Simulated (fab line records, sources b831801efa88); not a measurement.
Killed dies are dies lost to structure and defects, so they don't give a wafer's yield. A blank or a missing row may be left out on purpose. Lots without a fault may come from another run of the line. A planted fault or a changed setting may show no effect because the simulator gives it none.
Which tool did it? | flow gf180mcu | 7 lots, 21 wafers sampled, at 2 steps of a route of 602

WHAT THE GAUGES READ, wafer by wafer
GF_POLY_GATE_CD_MEAS_18.
lot  | measured     | on        | cd_nm (nm)
L711 | day 9 21:31  | cd_sem-01 | 276.2 278.4 275.3
L713 | day 10 18:04 | cd_sem-01 | 280.5 279.3 281.2
L717 | day 11 17:47 | cd_sem-02 | 280.8 281.5 278.0
L721 | day 12 17:55 | cd_sem-01 | 282.5 283.3 280.1
L723 | day 13 08:31 | cd_sem-02 | 278.7 278.6 278.6
L727 | day 14 11:17 | cd_sem-01 | 277.9 282.0 278.1
L732 | day 15 18:47 | cd_sem-01 | 273.1 276.3 277.1

WHICH TOOL RAN EACH LOT (tool, then ch and the chambers of the sampled wafers, then the start)
lot  | GF_POLY_GATE_STRIP_14
L711 | plasma_asher-02 ch 0,1, day 9 19:32
L713 | plasma_asher-02 ch 0,1, day 10 15:40
L717 | plasma_asher-02 ch 0,1, day 11 15:25
L721 | plasma_asher-03 ch 1, day 12 12:38
L723 | plasma_asher-02 ch 0,1, day 13 02:46
L727 | plasma_asher-02 ch 0,1, day 14 09:25
L732 | plasma_asher-03 ch 0,1, day 15 14:53
- GF_POLY_GATE_STRIP_14: strips in O2/N2.

THE ANSWER, worked out from the rows above alone
Rule: what is usual is taken from the lots themselves. Put in order of their means at a reading, lots are off if they are a third of the lots or fewer, leave a main group of 4 or more, and stand apart from it by a gap of 3 or more times the standard deviation of the main group's means; of several such gaps the widest counts. A main group whose means are all the same, to the digits that the tables above print for the reading, isn't used. A lot without any number at a reading at which 4 lots or more have one is off too. The other lots that the step has rows for count as sound.
No lot is off at any reading shown: from this, nothing can be told.

WHAT THE SIMULATOR HAD PUT IN
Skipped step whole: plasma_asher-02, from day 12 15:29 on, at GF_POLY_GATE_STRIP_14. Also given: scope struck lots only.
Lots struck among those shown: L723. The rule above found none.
